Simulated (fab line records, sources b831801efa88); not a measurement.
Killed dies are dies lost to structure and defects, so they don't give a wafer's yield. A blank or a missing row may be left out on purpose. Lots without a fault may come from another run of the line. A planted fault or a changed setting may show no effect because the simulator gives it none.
Which tool did it? | flow sky130 | 6 lots, 18 wafers sampled, at 2 steps of a route of 708

WHAT THE GAUGES READ, wafer by wafer
SKY_SONOS_ONO_THK_MEAS_05.
lot  | measured     | on            | SONOS_ONO_CVD_04_THK (nm)
L553 | day 12 05:14 | film_metro-03 | 5.63 5.61 5.57
L555 | day 12 23:32 | film_metro-04 | 5.73 5.65 5.65
L557 | day 13 21:31 | film_metro-03 | 9.08 8.95 9.07 9.15 8.97 9.14
L568 | day 17 01:50 | film_metro-03 | 5.62 5.69 5.59
L570 | day 17 13:39 | film_metro-04 | 5.72 5.61 5.70
L575 | day 19 06:17 | film_metro-04 | 5.80 5.91 5.83

WHICH TOOL RAN EACH LOT (tool, then ch and the chambers of the sampled wafers, then the start)
lot  | SKY_SONOS_ONO_CVD_04
L553 | lpcvd-03 ch 1, day 12 03:22
L555 | lpcvd-03 ch 1, day 12 22:15
L557 | lpcvd-03 ch 0, day 13 20:16
L568 | lpcvd-03 ch 1, day 17 00:35
L570 | lpcvd-03 ch 1, day 17 11:46
L575 | lpcvd-03 ch 0, day 19 05:00
- SKY_SONOS_ONO_CVD_04: deposits SiO2 from SiH4/N2O, target thk 5.7199 nm.

THE ANSWER, worked out from the rows above alone
Rule: what is usual is taken from the lots themselves. Put in order of their means at a reading, lots are off if they are a third of the lots or fewer, leave a main group of 4 or more, and stand apart from it by a gap of 3 or more times the standard deviation of the main group's means; of several such gaps the widest counts. A main group whose means are all the same, to the digits that the tables above print for the reading, isn't used. A lot without any number at a reading at which 4 lots or more have one is off too. The other lots that the step has rows for count as sound.
Off: L557, at SKY_SONOS_ONO_THK_MEAS_05 (SONOS_ONO_CVD_04_THK). The main group: mean 5.69 nm, standard deviation 0.084.
A tool fits if, at a process step before that reading, it ran every lot that is off, and no sound lot after the first of them. The gauges at SKY_SONOS_ONO_THK_MEAS_05 are tried like those tools. None of those tried fits.

WHAT THE SIMULATOR HAD PUT IN
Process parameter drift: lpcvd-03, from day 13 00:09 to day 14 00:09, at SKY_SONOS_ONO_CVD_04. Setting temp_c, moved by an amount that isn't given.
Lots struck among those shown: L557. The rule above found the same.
